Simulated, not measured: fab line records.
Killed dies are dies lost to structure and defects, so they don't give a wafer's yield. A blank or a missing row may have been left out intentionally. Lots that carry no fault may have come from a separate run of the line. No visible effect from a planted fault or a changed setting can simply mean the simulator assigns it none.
What tool caused it? -- flow gf180mcu -- 36 wafers from 12 lots sampled at 5 of the route's 602 steps

== WHAT THE GAUGES SHOWED, per wafer ==
GF_M4_CD_MEAS_14: the cd target is 280 nm.
lot,measured,on,cdNm (nm)
L449,day 23 11:03,cdSem-02,280.9 280.9 280.7
L451,day 24 03:09,cdSem-01,279.4 280.1 279.4
L452,day 24 05:32,cdSem-01,279.6 280.4 279.5
L454,day 25 01:14,cdSem-01,277.8 278.8 279.1
L456,day 25 18:37,cdSem-02,282.5 282.2 281.2
L457,day 26 01:17,cdSem-02,278.6 278.1 279.2
L458,day 26 08:57,cdSem-02,281.2 281.1 280.3
L462,day 27 12:24,cdSem-01,279.6 279.3 278.1
L465,day 28 18:44,cdSem-01,281.0 280.5 280.8
L468,day 29 21:55,cdSem-02,278.4 278.4 279.6
L471,day 30 09:34,cdSem-01,280.1 279.9 280.2
L472,day 30 16:17,cdSem-02,280.8 280.5 279.6

GF_V4_RS_MEAS_24: the measuring method here is four-point-probe.
lot,measured,on,V4_W_RS (ohm/sq)
L449,day 24 11:37,filmMetro-01,0.327 0.330 0.327
L451,day 25 03:14,filmMetro-03,0.326 0.319 0.319
L452,day 25 06:18,filmMetro-01,0.322 0.323 0.319
L454,day 26 01:25,filmMetro-02,0.323 0.324 0.325
L456,day 26 19:22,filmMetro-01,0.320 0.316 0.316
L457,day 27 01:54,filmMetro-03,0.316 0.321 0.323
L458,day 27 08:04,filmMetro-02,0.349 0.319 0.350
L462,day 28 11:08,filmMetro-01,0.329 0.324 0.326
L465,day 29 16:38,filmMetro-02,0.330 0.324 0.327
L468,day 30 18:17,filmMetro-02,0.326 0.329 0.333
L471,day 31 06:12,filmMetro-03,0.326 0.331 0.329
L472,day 31 12:22,filmMetro-02,0.327 0.320 0.321

GF_V4_THK_MEAS_25: measures by xrf.
lot,measured,on,V4_W_THK (nm)
L449,day 24 11:43,filmMetro-01,364 361 362
L451,day 25 03:22,filmMetro-03,363 371 370
L452,day 25 06:25,filmMetro-01,375 372 376
L454,day 26 01:31,filmMetro-02,372 368 368
L456,day 26 19:29,filmMetro-01,372 374 376
L457,day 27 02:01,filmMetro-03,375 367 366
L458,day 27 08:11,filmMetro-02,342 377 341
L462,day 28 11:16,filmMetro-01,357 364 364
L465,day 29 16:44,filmMetro-02,359 366 363
L468,day 30 18:25,filmMetro-02,363 360 355
L471,day 31 06:18,filmMetro-03,364 360 361
L472,day 31 12:28,filmMetro-02,367 372 370

== EACH LOT AND THE TOOL THAT RAN IT (in order: tool; ch and the chambers of the sampled wafers; start) ==
lot,GF_V4_ETCH_17,GF_V4_CVD_23
L449,"rieDiel-01 ch 0,2,3, day 24 11:28 or earlier","cvdW-02 ch 1, day 24 11:28"
L451,"rieDiel-01 ch 0,1, day 25 03:07 or earlier","cvdW-01 ch 0,1, day 25 03:07"
L452,"rieDiel-02 ch 0,1,2, day 25 06:10 or earlier","cvdW-01 ch 1, day 25 06:10"
L454,"rieDiel-01 ch 0,3, day 26 01:18 or earlier","cvdW-01 ch 0,1, day 26 01:18"
L456,"rieDiel-02 ch 0,2,3, day 26 19:11 or earlier","cvdW-01 ch 0,1, day 26 19:11"
L457,"rieDiel-01 ch 0,3, day 27 01:46 or earlier","cvdW-01 ch 0,1, day 27 01:46"
L458,"rieDiel-02 ch 0,1, day 27 07:58 or earlier","cvdW-01 ch 0,1, day 27 07:58"
L462,"rieDiel-01 ch 0,1,3, day 28 11:02 or earlier","cvdW-02 ch 0,1, day 28 11:02"
L465,"rieDiel-01 ch 0,2, day 29 16:32 or earlier","cvdW-02 ch 0,1, day 29 16:32"
L468,"rieDiel-03 ch 0,3, day 30 18:11 or earlier","cvdW-02 ch 0,1, day 30 18:11"
L471,"rieDiel-03 ch 1,3, day 31 06:05 or earlier","cvdW-02 ch 0,1, day 31 06:05"
L472,"rieDiel-01 ch 2,3, day 31 12:14 or earlier","cvdW-01 ch 0,1, day 31 12:14"
- GF_V4_ETCH_17: etches SiO2 in C4F8/O2/Ar, stops on TiN, target depth 630 nm.
- GF_V4_CVD_23: deposits W, target thk 350 nm, time 104.9 s.

== WHAT THE TOOLS THEMSELVES READ (means of the sampled wafers that have a number; where no wafer has one, the mark that the record gives instead) ==
GF_V4_ETCH_17.
lot,tool,oesProductAu (a.u.)
L449,rieDiel-01,0.857
L451,rieDiel-01,0.855
L452,rieDiel-02,0.854
L454,rieDiel-01,0.858
L456,rieDiel-02,0.852
L457,rieDiel-01,0.858
L458,rieDiel-02,0.856
L462,rieDiel-01,0.856
L465,rieDiel-01,0.857
L468,rieDiel-03,0.857
L471,rieDiel-03,0.851
L472,rieDiel-01,0.859

GF_V4_CVD_23.
lot,tool,heaterPowerW (W)
L449,cvdW-02,835
L451,cvdW-01,932
L452,cvdW-01,988
L454,cvdW-01,867
L456,cvdW-01,871
L457,cvdW-01,918
L458,cvdW-01,866
L462,cvdW-02,867
L465,cvdW-02,869
L468,cvdW-02,888
L471,cvdW-02,899
L472,cvdW-01,859

== THE ANSWER, worked out from the rows above alone ==
Rule: usual is defined by the lots themselves. Put in order of their means at a reading, lots are off if they are a third of the lots or fewer, leave a main group of 4 or more, and stand apart from it by a gap of 3 or more times the standard deviation of the main group's means; of several such gaps the widest counts. A main group whose means are all the same, to the digits that the tables above print for the reading, isn't used. A lot without any number at a reading at which 4 lots or more have one is off too. Any other lot the step has rows for is counted as sound. The gauges are gone through in route order, then the tools' own readings, and for those a lot's mean is taken as printed above. At the first step where some lot is off, the reading lying furthest off is the one used; lots without a number count as furthest.
No lot is off at any reading shown: from this, nothing can be told.

== WHAT THE SIMULATOR PUT IN ==
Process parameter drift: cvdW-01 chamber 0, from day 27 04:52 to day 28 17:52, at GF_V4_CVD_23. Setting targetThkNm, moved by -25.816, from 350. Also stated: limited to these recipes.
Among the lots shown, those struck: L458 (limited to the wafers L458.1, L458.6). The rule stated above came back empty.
